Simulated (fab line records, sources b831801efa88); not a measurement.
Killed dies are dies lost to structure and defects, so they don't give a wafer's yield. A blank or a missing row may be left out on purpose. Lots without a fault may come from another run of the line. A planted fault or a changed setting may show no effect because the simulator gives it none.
fab line records | flow sky130
record lots=24 wafers=72 last_day=50
route steps=708 shown CONTACT@420 METAL1@434 VIA1@480 METAL2@485 VIA2@519
lots that met no fault: from a run of the same line without faults
start_h: hours from the record's first day to the start of the lot's first wafer shown | wait_h: hours since the lot's step before | " the same as in the row above | L1.1+2: a row that stands for several wafers | - no value, or no start given | * or withheld: withheld | < > ~ a bound
route shown NAME@n: a module of which the file shows steps, and the number in the route of the first | usual: mean/standard deviation of fault-free wafers | same: alike in all rows | chamber/n: place in a boat | sites: the reading at each site | _std_site: their standard deviation | _edge_site: outer sites' mean less inner sites' | radius_mm: how far each site lies from the wafer's centre | mask NAME#n: copy n | behind: the tool/chamber that last shaped the wafer | hold: why the lot was held/for how many hours/how that ended | device: the transistor (n, p or np) that didn't switch | end of line: the same wafers' tests at the end of the route | a step without rows: its recipe alone | killed: dies lost to structure and defects at the first sort, not the wafer's yield | map: a wafer's dies, x killed, . not, _ none there
set.NAME: the setting as run; set.NAME@STEP: as run at that earlier step | model.NAME: the simulator's own value behind a step, which no gauge read
steps of the route over a sample of lots; a table a step, a row a wafer
services: from which hour (start_h, from the record's first day; less than 0 if before it) a tool's chamber was out of use, for how many hours, and why
## steps
# step SKY_CONTACT_CD_MEAS_14
# recipe target_cd_nm=170
# usual cd_nm=169.6/1.4
# columns lot.wafer tool chamber start_h wait_h cd_nm
L074.1 cd_sem-02 - 714.68 - 168.4
L074.4 " - " " 168.5
L074.6 " - " " 169.1
L075.1 cd_sem-02 - 731.62 - 166.7
L075.3 " - " " 168.0
L075.5 " - " " 166.7
L076.1 cd_sem-01 - 745.47 - 170.6
L076.2 " - " " 171.0
L076.4 " - " " 171.0
L077.4 cd_sem-02 - 748.58 - 170.4
L077.5 " - " " 170.8
L077.6 " - " " 170.0
L078.4 cd_sem-02 - 756.64 - 170.7
L078.5 " - " " 172.0
L078.6 " - " " 172.5
L079.1 cd_sem-01 - 771.82 - 171.9
L079.2 " - " " 171.9
L079.6 " - " " 172.8
L080.3 cd_sem-01 - 787.86 - 166.8
L080.4 " - " " 168.7
L080.5 " - " " 168.2
L081.1 cd_sem-01 - 788.77 - 169.0
L081.3 " - " " 170.8
L081.5 " - " " 169.1
L082.1 cd_sem-02 - 791.58 - 168.0
L082.4 " - " " 169.0
L082.5 " - " " 168.1
L083.1 cd_sem-02 - 818.77 - 170.0
L083.2 " - " " 170.0
L083.4 " - " " 172.1
L084.1 cd_sem-02 - 824.23 - 170.2
L084.2 " - " " 169.3
L084.4 " - " " 170.9
L085.1 cd_sem-01 - 825.02 - 169.0
L085.2 " - " " 170.0
L085.3 " - " " 168.9
L087.4 cd_sem-01 - 833.78 - 171.0
L087.5 " - " " 169.8
L087.6 " - " " 169.9
L086.2 cd_sem-02 - 837.99 - 171.2
L086.4 " - " " 169.2
L086.6 " - " " 169.1
L088.2 cd_sem-02 - 839.74 - 168.4
L088.3 " - " " 168.2
L088.4 " - " " 168.2
L089.1 cd_sem-01 - 850.49 - 168.0
L089.3 " - " " 168.5
L089.4 " - " " 168.0
L090.1 cd_sem-01 - 858.47 - 170.2
L090.4 " - " " 168.5
L090.6 " - " " 168.7
L091.3 cd_sem-02 - 870.96 - 169.9
L091.5 " - " " 170.5
L091.6 " - " " 170.3
L092.1 cd_sem-02 - 878.64 - 170.5
L092.3 " - " " 170.7
L092.6 " - " " 170.3
L093.1 cd_sem-01 - 880.87 - 169.2
L093.4 " - " " 169.8
L093.5 " - " " 168.6
L094.1 cd_sem-01 - 886.52 - 170.4
L094.2 " - " " 169.0
L094.3 " - " " 169.7
L095.2 cd_sem-02 - 894.29 - 169.2
L095.3 " - " " 169.9
L095.4 " - " " 169.2
L096.1 cd_sem-01 - 901.57 - 172.1
L096.5 " - " " 170.1
L096.6 " - " " 171.7
L097.1 cd_sem-01 - 910.37 - 169.3
L097.4 " - " " 168.3
L097.6 " - " " 168.1
# step SKY_METAL1_SPUTTER_00
# recipe material=Ti target_thk_nm=15 power_w=3000 time_s=10 chamber_pressure_pa=0.4
# usual throttle_valve_pct=30.0/1
# columns lot.wafer tool chamber start_h wait_h throttle_valve_pct
L074.1 pvd_sputter-04 - 716.22 0.2 30.1
L074.4 " - " " 30.3
L074.6 " - " " 27.8
L075.1 pvd_sputter-02 - 733.58 0.2 29.3
L075.3 " - " " 30.9
L075.5 " - " " 31.1
L076.1 pvd_sputter-01 - 747.49 0.2 29.0
L076.2 " - " " 30.0
L076.4 " - " " 31.8
L077.4 pvd_sputter-04 - 750.11 0.2 30.3
L077.5 " - " " 28.1
L077.6 " - " " 30.4
L078.4 pvd_sputter-04 - 758.18 0.1 29.9
L078.5 " - " " 27.6
L078.6 " - " " 30.3
L079.1 pvd_sputter-01 - 773.35 0.2 29.1
L079.2 " - " " 31.1
L079.6 " - " " 31.1
L080.3 pvd_sputter-04 - 789.38 0.1 30.6
L080.4 " - " " 30.1
L080.5 " - " " 28.0
L081.1 pvd_sputter-02 - 790.31 0.1 30.0
L081.3 " - " " 31.1
L081.5 " - " " 30.7
L082.1 pvd_sputter-04 - 793.15 0.1 30.7
L082.4 " - " " 30.2
L082.5 " - " " 30.0
L083.1 pvd_sputter-01 - 820.31 0.2 31.1
L083.2 " - " " 29.2
L083.4 " - " " 29.7
L084.1 pvd_sputter-01 - 825.77 0.2 29.2
L084.2 " - " " 31.0
L084.4 " - " " 29.8
L085.1 pvd_sputter-04 - 826.56 0.1 30.0
L085.2 " - " " 30.3
L085.3 " - " " 30.2
L087.4 pvd_sputter-02 - 835.61 0.1 31.0
L087.5 " - " " 30.5
L087.6 " - " " 30.0
L086.2 pvd_sputter-02 - 840.23 0.1 30.6
L086.4 " - " " 29.5
L086.6 " - " " 29.3
L088.2 pvd_sputter-01 - 841.40 0.2 29.7
L088.3 " - " " 31.1
L088.4 " - " " 29.3
L089.1 pvd_sputter-01 - 852.13 0.2 31.0
L089.3 " - " " 29.5
L089.4 " - " " 29.0
L090.1 pvd_sputter-04 - 860.01 0.1 30.5
L090.4 " - " " 30.1
L090.6 " - " " 27.8
L091.3 pvd_sputter-01 - 872.55 0.1 31.0
L091.5 " - " " 31.2
L091.6 " - " " 29.8
L092.1 pvd_sputter-04 - 880.18 0.1 27.9
L092.3 " - " " 30.5
L092.6 " - " " 28.1
L093.1 pvd_sputter-04 - 882.42 0.2 30.2
L093.4 " - " " 30.1
L093.5 " - " " 30.1
L094.1 pvd_sputter-02 - 888.09 0.1 30.9
L094.2 " - " " 31.1
L094.3 " - " " 29.3
L095.2 pvd_sputter-02 - 895.87 0.1 29.3
L095.3 " - " " 30.6
L095.4 " - " " 30.8
L096.1 pvd_sputter-02 - 903.11 0.2 29.3
L096.5 " - " " 29.3
L096.6 " - " " 31.0
L097.1 pvd_sputter-04 - 911.92 0.1 30.0
L097.4 " - " " 30.3
L097.6 " - " " 30.1
# step SKY_VIA1_RS_MEAS_22
# recipe thk_meas_gauge=four-point-probe reads=W_of_VIA1_CVD_21+TiN_of_VIA1_SPUTTER_20
# usual VIA1_W_RS=0.430/0.0063
# columns lot.wafer tool chamber start_h wait_h VIA1_W_RS[ohm/sq]
L074.1 film_metro-03 - 774.67 0.1 0.425
L074.4 " - " " 0.427
L074.6 " - " " 0.425
L075.1 film_metro-01 - 791.41 0.1 0.425
L075.3 " - " " 0.434
L075.5 " - " " 0.435
L076.1 film_metro-01 - 805.41 0.1 0.426
L076.2 " - " " 0.424
L076.4 " - " " 0.420
L077.4 film_metro-03 - 807.37 0.1 0.436
L077.5 " - " " 0.427
L077.6 " - " " 0.430
L078.4 film_metro-04 - 814.89 0.1 0.422
L078.5 " - " " 0.422
L078.6 " - " " 0.429
L079.1 film_metro-04 - 831.01 0.1 0.424
L079.2 " - " " 0.426
L079.6 " - " " 0.430
L080.3 film_metro-01 - 847.32 0.1 0.442
L080.4 " - " " 0.430
L080.5 " - " " 0.439
L081.1 film_metro-04 - 848.62 0.1 0.431
L081.3 " - " " 0.426
L081.5 " - " " 0.421
L082.1 film_metro-04 - 851.86 0.1 0.421
L082.4 " - " " 0.424
L082.5 " - " " 0.428
L083.1 film_metro-01 - 879.34 0.1 0.443
L083.2 " - " " 0.433
L083.4 " - " " 0.435
L084.1 film_metro-01 - 884.39 0.1 0.439
L084.2 " - " " 0.434
L084.4 " - " " 0.427
L085.1 film_metro-01 - 884.96 0.1 0.426
L085.2 " - " " 0.432
L085.3 " - " " 0.437
L087.4 film_metro-03 - 893.36 0.1 0.434
L087.5 " - " " 0.433
L087.6 " - " " 0.440
L086.2 film_metro-04 - 898.00 0.1 0.429
L086.4 " - " " 0.422
L086.6 " - " " 0.430
L088.2 film_metro-01 - 898.30 0.1 0.434
L088.3 " - " " 0.434
L088.4 " - " " 0.433
L089.1 film_metro-04 - 908.74 0.1 0.433
L089.3 " - " " 0.432
L089.4 " - " " 0.434
L090.1 film_metro-04 - 915.36 0.1 0.435
L090.4 " - " " 0.441
L090.6 " - " " 0.439
L091.3 film_metro-01 - 927.30 0.1 0.433
L091.5 " - " " 0.427
L091.6 " - " " 0.435
L092.1 film_metro-04 - 933.52 0.1 0.423
L092.3 " - " " 0.445
L092.6 " - " " 0.447
L093.1 film_metro-04 - 935.09 0.1 0.431
L093.4 " - " " 0.431
L093.5 " - " " 0.419
L094.1 film_metro-01 - 940.27 0.1 0.434
L094.2 " - " " 0.420
L094.3 " - " " 0.418
L095.2 film_metro-04 - 947.49 0.1 0.423
L095.3 " - " " 0.428
L095.4 " - " " 0.424
L096.1 film_metro-03 - 955.10 0.1 0.418
L096.5 " - " " 0.438
L096.6 " - " " 0.416
L097.1 film_metro-04 - 963.52 0.1 0.425
L097.4 " - " " 0.425
L097.6 " - " " 0.429
# step SKY_METAL2_SPUTTER_02
# recipe material=AlCu target_thk_nm=250 power_w=10600 time_s=13.3 chamber_pressure_pa=0.4
# usual throttle_valve_pct=30.1/1.2
# columns lot.wafer tool chamber start_h wait_h throttle_valve_pct
L074.1 pvd_sputter-02 - 775.20 0.0 30.6
L074.4 " - " " 31.0
L074.6 " - " " 30.6
L075.1 pvd_sputter-02 - 791.94 0.0 29.1
L075.3 " - " " 30.7
L075.5 " - " " 29.9
L076.1 pvd_sputter-02 - 805.93 0.0 30.2
L076.2 " - " " 30.0
L076.4 " - " " 30.7
L077.4 pvd_sputter-03 - 807.84 0.0 29.7
L077.5 " - " " 31.2
L077.6 " - " " 29.9
L078.4 pvd_sputter-02 - 815.37 0.0 30.0
L078.5 " - " " 29.4
L078.6 " - " " 30.7
L079.1 pvd_sputter-02 - 831.63 0.0 30.6
L079.2 " - " " 30.2
L079.6 " - " " 30.7
L080.3 pvd_sputter-02 - 847.81 0.0 29.9
L080.4 " - " " 29.2
L080.5 " - " " 29.8
L081.1 pvd_sputter-03 - 849.14 0.0 29.7
L081.3 " - " " 31.0
L081.5 " - " " 30.5
L082.1 pvd_sputter-03 - 852.48 0.0 31.1
L082.4 " - " " 29.8
L082.5 " - " " 30.5
L083.1 pvd_sputter-01 - 879.87 0.0 31.3
L083.2 " - " " 29.0
L083.4 " - " " 30.1
L084.1 pvd_sputter-02 - 884.92 0.0 30.1
L084.2 " - " " 29.4
L084.4 " - " " 30.5
L085.1 pvd_sputter-01 - 885.48 0.0 29.8
L085.2 " - " " 31.1
L085.3 " - " " 31.7
L087.4 pvd_sputter-01 - 893.87 0.0 29.0
L087.5 " - " " 29.2
L087.6 " - " " 29.6
L086.2 pvd_sputter-03 - 898.51 0.0 30.4
L086.4 " - " " 30.9
L086.6 " - " " 29.9
L088.2 pvd_sputter-02 - 898.81 0.0 30.5
L088.3 " - " " 29.2
L088.4 " - " " 30.1
L089.1 pvd_sputter-02 - 909.35 0.0 29.1
L089.3 " - " " 30.9
L089.4 " - " " 30.0
L090.1 pvd_sputter-01 - 916.16 0.0 31.7
L090.4 " - " " 30.9
L090.6 " - " " 29.2
L091.3 pvd_sputter-02 - 927.79 0.0 30.8
L091.5 " - " " 31.2
L091.6 " - " " 29.3
L092.1 pvd_sputter-01 - 934.05 0.0 31.8
L092.3 " - " " 30.7
L092.6 " - " " 29.1
L093.1 pvd_sputter-02 - 935.61 0.0 29.3
L093.4 " - " " 30.5
L093.5 " - " " 30.9
L094.1 pvd_sputter-03 - 940.80 0.0 30.9
L094.2 " - " " 30.7
L094.3 " - " " 29.8
L095.2 pvd_sputter-01 - 948.00 0.0 31.7
L095.3 " - " " 29.7
L095.4 " - " " 31.1
L096.1 pvd_sputter-01 - 955.63 0.0 29.1
L096.5 " - " " 31.6
L096.6 " - " " 29.9
L097.1 pvd_sputter-01 - 964.05 0.0 30.0
L097.4 " - " " 29.2
L097.6 " - " " 29.9
# step SKY_METAL2_SPUTTER_03
# recipe material=Ti target_thk_nm=5 power_w=3000 time_s=3.3 chamber_pressure_pa=0.4
# usual throttle_valve_pct=30.1/1.2
# columns lot.wafer tool chamber start_h wait_h throttle_valve_pct
L074.1 pvd_sputter-02 - 775.22 0.0 30.6
L074.4 " - " " 30.9
L074.6 " - " " 30.3
L075.1 pvd_sputter-02 - 791.96 0.0 29.0
L075.3 " - " " 30.4
L075.5 " - " " 30.1
L076.1 pvd_sputter-02 - 805.96 0.0 30.4
L076.2 " - " " 29.9
L076.4 " - " " 31.2
L077.4 pvd_sputter-03 - 807.87 0.0 29.6
L077.5 " - " " 30.9
L077.6 " - " " 29.9
L078.4 pvd_sputter-02 - 815.40 0.0 30.0
L078.5 " - " " 29.6
L078.6 " - " " 31.0
L079.1 pvd_sputter-02 - 831.65 0.0 30.6
L079.2 " - " " 30.2
L079.6 " - " " 31.3
L080.3 pvd_sputter-02 - 847.83 0.0 30.1
L080.4 " - " " 29.7
L080.5 " - " " 30.0
L081.1 pvd_sputter-03 - 849.17 0.0 30.0
L081.3 " - " " 31.0
L081.5 " - " " 30.0
L082.1 pvd_sputter-03 - 852.51 0.0 31.1
L082.4 " - " " 29.5
L082.5 " - " " 30.6
L083.1 pvd_sputter-01 - 879.89 0.0 30.9
L083.2 " - " " 29.1
L083.4 " - " " 29.5
L084.1 pvd_sputter-02 - 884.94 0.0 30.0
L084.2 " - " " 29.2
L084.4 " - " " 30.4
L085.1 pvd_sputter-01 - 885.51 0.0 29.7
L085.2 " - " " 31.1
L085.3 " - " " 31.7
L087.4 pvd_sputter-01 - 893.90 0.0 28.9
L087.5 " - " " 29.0
L087.6 " - " " 29.9
L086.2 pvd_sputter-03 - 898.53 0.0 30.8
L086.4 " - " " 30.9
L086.6 " - " " 29.8
L088.2 pvd_sputter-02 - 898.83 0.0 30.7
L088.3 " - " " 29.4
L088.4 " - " " 29.9
L089.1 pvd_sputter-02 - 909.37 0.0 29.1
L089.3 " - " " 31.0
L089.4 " - " " 29.8
L090.1 pvd_sputter-01 - 916.18 0.0 31.7
L090.4 " - " " 31.3
L090.6 " - " " 29.1
L091.3 pvd_sputter-02 - 927.81 0.0 30.9
L091.5 " - " " 31.0
L091.6 " - " " 29.0
L092.1 pvd_sputter-01 - 934.07 0.0 31.8
L092.3 " - " " 31.0
L092.6 " - " " 29.0
L093.1 pvd_sputter-02 - 935.64 0.0 29.5
L093.4 " - " " 30.4
L093.5 " - " " 30.8
L094.1 pvd_sputter-03 - 940.82 0.0 31.0
L094.2 " - " " 30.5
L094.3 " - " " 29.8
L095.2 pvd_sputter-01 - 948.02 0.0 31.9
L095.3 " - " " 29.9
L095.4 " - " " 30.7
L096.1 pvd_sputter-01 - 955.66 0.0 28.8
L096.5 " - " " 31.8
L096.6 " - " " 29.9
L097.1 pvd_sputter-01 - 964.07 0.0 29.9
L097.4 " - " " 29.0
L097.6 " - " " 29.7
# step SKY_VIA2_CD_MEAS_12
# recipe target_cd_nm=200
# usual cd_nm=199.8/1.5
# columns lot.wafer tool chamber start_h wait_h cd_nm
L074.1 cd_sem-02 - 831.97 - 198.7
L074.4 " - " " 199.4
L074.6 " - " " 200.6
L075.1 cd_sem-01 - 848.87 - 198.0
L075.3 " - " " 199.3
L075.5 " - " " 198.4
L076.1 cd_sem-02 - 860.90 - 200.6
L076.2 " - " " 199.9
L076.4 " - " " 200.2
L077.4 cd_sem-01 - 866.08 - 201.7
L077.5 " - " " 200.7
L077.6 " - " " 202.3
L078.4 cd_sem-02 - 872.63 - 200.4
L078.5 " - " " 200.9
L078.6 " - " " 201.0
L079.1 cd_sem-02 - 888.24 - 198.0
L079.2 " - " " 196.4
L079.6 " - " " 196.4
L080.3 cd_sem-01 - 903.08 - 203.2
L080.4 " - " " 202.9
L080.5 " - " " 202.6
L081.1 cd_sem-02 - 904.59 - 201.1
L081.3 " - " " 201.3
L081.5 " - " " 200.1
L082.1 cd_sem-01 - 907.47 - 199.3
L082.4 " - " " 198.8
L082.5 " - " " 199.7
L083.1 cd_sem-02 - 930.87 - 198.4
L083.2 " - " " 200.0
L083.4 " - " " 200.2
L084.1 cd_sem-01 - 936.82 - 199.7
L084.2 " - " " 199.6
L084.4 " - " " 200.3
L085.1 cd_sem-01 - 937.77 - 198.0
L085.2 " - " " 200.0
L085.3 " - " " 198.1
L087.4 cd_sem-01 - 944.30 - 199.1
L087.5 " - " " 201.4
L087.6 " - " " 199.9
L086.2 cd_sem-02 - 949.24 - 199.4
L086.4 " - " " 200.8
L086.6 " - " " 201.0
L088.2 cd_sem-02 - 950.89 - 200.5
L088.3 " - " " 199.4
L088.4 " - " " 199.8
L089.1 cd_sem-01 - 959.47 - 202.0
L089.3 " - " " 201.4
L089.4 " - " " 201.3
L090.1 cd_sem-01 - 967.49 - 200.1
L090.4 " - " " 200.5
L090.6 " - " " 199.1
L091.3 cd_sem-02 - 977.76 - 201.4
L091.5 " - " " 200.1
L091.6 " - " " 201.0
L092.1 cd_sem-01 - 984.37 - 199.8
L092.3 " - " " 199.8
L092.6 " - " " 201.8
L093.1 cd_sem-01 - 985.72 - 199.7
L093.4 " - " " 199.0
L093.5 " - " " 198.6
L094.1 cd_sem-01 - 989.72 - 198.2
L094.2 " - " " 199.3
L094.3 " - " " 200.0
L095.2 cd_sem-01 - 996.81 - 197.5
L095.3 " - " " 197.6
L095.4 " - " " 197.2
L096.1 cd_sem-02 - 1004.39 - 199.6
L096.5 " - " " 197.4
L096.6 " - " " 198.9
L097.1 cd_sem-02 - 1013.54 - 197.8
L097.4 " - " " 197.4
L097.6 " - " " 197.5
## services
# columns tool chamber start_h hours kind
pvd_sputter-02 - 720.17 3.7 repair
pvd_sputter-03 - 736.56 9.0 repair
pvd_sputter-04 - 741.28 2.0 repair
pvd_sputter-02 - 748.89 26.0 repair
pvd_sputter-02 - 753.30 1.8 repair
pvd_sputter-03 - 781.78 2.3 repair
pvd_sputter-02 2 797.29 - consumable_replace:kit
pvd_sputter-02 2 797.29 18.0 scheduled_down
pvd_sputter-02 2 797.29 18.0 vent_cycle
pvd_sputter-02 - 820.24 9.1 repair
pvd_sputter-01 1 825.60 - consumable_replace:kit
pvd_sputter-01 1 825.60 18.0 scheduled_down
pvd_sputter-01 1 825.60 18.0 vent_cycle
pvd_sputter-01 - 828.92 1.6 repair
pvd_sputter-01 - 838.44 1.7 repair
pvd_sputter-03 - 856.70 2.2 repair
pvd_sputter-02 - 869.68 1.7 repair
pvd_sputter-02 - 911.63 2.6 repair
pvd_sputter-01 - 927.11 4.4 repair
pvd_sputter-02 - 939.71 6.3 repair
pvd_sputter-02 1 956.43 - consumable_replace:kit
pvd_sputter-02 1 956.43 18.0 scheduled_down
pvd_sputter-02 1 956.43 18.0 vent_cycle
pvd_sputter-03 - 961.74 3.9 repair
## key
fault none
